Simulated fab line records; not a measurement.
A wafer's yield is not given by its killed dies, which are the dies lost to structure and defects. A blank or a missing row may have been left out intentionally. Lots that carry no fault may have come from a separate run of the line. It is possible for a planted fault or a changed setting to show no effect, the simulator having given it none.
Matching of chambers / flow gf180mcu / 4 sister chambers for GF_V1_CMP_26 on cmp-02
The step polishes, stops on SiO2, t overpolish 15 s, target thk 0 nm. 16 wafers are shown with their chamber, then 8 later ones without.

WAFERS, EACH WITH ITS CHAMBER
wafer=L076.1; chamber=0; motor-current-A (A)=8.4; time-to-endpoint-s (s)=88; head-pressure-psi (psi)=3.490
wafer=L076.2; chamber=2; motor-current-A (A)=11.1; time-to-endpoint-s (s)=89; head-pressure-psi (psi)=3.501
wafer=L076.3; chamber=1; motor-current-A (A)=11.2; time-to-endpoint-s (s)=82; head-pressure-psi (psi)=3.509
wafer=L078.2; chamber=0; motor-current-A (A)=8.6; time-to-endpoint-s (s)=91; head-pressure-psi (psi)=3.519
wafer=L078.3; chamber=2; motor-current-A (A)=11.9; time-to-endpoint-s (s)=88; head-pressure-psi (psi)=3.499
wafer=L078.5; chamber=2; motor-current-A (A)=11.9; time-to-endpoint-s (s)=95; head-pressure-psi (psi)=3.500
wafer=L081.1; chamber=3; motor-current-A (A)=12.0; time-to-endpoint-s (s)=88; head-pressure-psi (psi)=3.512
wafer=L081.2; chamber=2; motor-current-A (A)=11.7; time-to-endpoint-s (s)=85; head-pressure-psi (psi)=3.508
wafer=L081.4; chamber=0; motor-current-A (A)=8.4; time-to-endpoint-s (s)=87; head-pressure-psi (psi)=3.491
wafer=L087.1; chamber=0; motor-current-A (A)=8.7; time-to-endpoint-s (s)=83; head-pressure-psi (psi)=3.498
wafer=L087.3; chamber=1; motor-current-A (A)=11.5; time-to-endpoint-s (s)=81; head-pressure-psi (psi)=3.499
wafer=L087.6; chamber=0; motor-current-A (A)=8.7; time-to-endpoint-s (s)=83; head-pressure-psi (psi)=3.489
wafer=L088.1; chamber=1; motor-current-A (A)=11.5; time-to-endpoint-s (s)=79; head-pressure-psi (psi)=3.505
wafer=L088.2; chamber=3; motor-current-A (A)=11.5; time-to-endpoint-s (s)=83; head-pressure-psi (psi)=3.509
wafer=L088.4; chamber=0; motor-current-A (A)=8.4; time-to-endpoint-s (s)=82; head-pressure-psi (psi)=3.499
wafer=L089.2; chamber=3; motor-current-A (A)=12.0; time-to-endpoint-s (s)=84; head-pressure-psi (psi)=3.504

SIGNATURES, as means of the wafers listed above
reading=motor-current-A; chamber 0=8.533; chamber 1=11.400; chamber 2=11.650; chamber 3=11.833; scatter within a chamber=0.253
reading=time-to-endpoint-s; chamber 0=85.67; chamber 1=80.67; chamber 2=89.25; chamber 3=85.00; scatter within a chamber=3.35
reading=head-pressure-psi; chamber 0=3.49767; chamber 1=3.50433; chamber 2=3.50200; chamber 3=3.50833; scatter within a chamber=0.008
Rule: for each reading, subtract the chamber's mean from the wafer's reading, divide by that reading's scatter and square the result; add these up over the readings and take the root, which gives the wafer's distance from the chamber. The wafer belongs to the nearest chamber; if the next one is less than 2 further off, it can't be placed. The scatter is the square root of a quotient: the sum, over the shown wafers, of each reading's squared deviation from its chamber's mean, divided by wafers minus chambers.

WAFERS WHOSE CHAMBER IS MISSING
wafer=L089.3; motor-current-A (A)=12.0; time-to-endpoint-s (s)=81; head-pressure-psi (psi)=3.487
wafer=L089.4; motor-current-A (A)=12.0; time-to-endpoint-s (s)=90; head-pressure-psi (psi)=3.492
wafer=L090.1; motor-current-A (A)=10.7; time-to-endpoint-s (s)=78; head-pressure-psi (psi)=3.503
wafer=L090.2; motor-current-A (A)=11.8; time-to-endpoint-s (s)=84; head-pressure-psi (psi)=3.519
wafer=L090.3; motor-current-A (A)=11.7; time-to-endpoint-s (s)=85; head-pressure-psi (psi)=3.492
wafer=L094.1; motor-current-A (A)=11.0; time-to-endpoint-s (s)=83; head-pressure-psi (psi)=3.495
wafer=L094.4; motor-current-A (A)=11.7; time-to-endpoint-s (s)=81; head-pressure-psi (psi)=3.499
wafer=L094.5; motor-current-A (A)=8.9; time-to-endpoint-s (s)=82; head-pressure-psi (psi)=3.508

THE CHAMBER EACH PASSED THROUGH
wafer=L089.3; from the rows above=can't be placed: 3 or 1 or 2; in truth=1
wafer=L089.4; from the rows above=can't be placed: 2 or 3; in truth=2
wafer=L090.1; from the rows above=1; in truth=1
wafer=L090.2; from the rows above=can't be placed: 3 or 1 or 2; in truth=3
wafer=L090.3; from the rows above=can't be placed: 2 or 3 or 1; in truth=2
wafer=L094.1; from the rows above=can't be placed: 1 or 2 or 3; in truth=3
wafer=L094.4; from the rows above=can't be placed: 1 or 3 or 2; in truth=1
wafer=L094.5; from the rows above=0; in truth=0
Placed correctly: 2 of 8. These rows do not allow placing 6 (true chamber among the candidates in 6). Placed wrongly: 0.
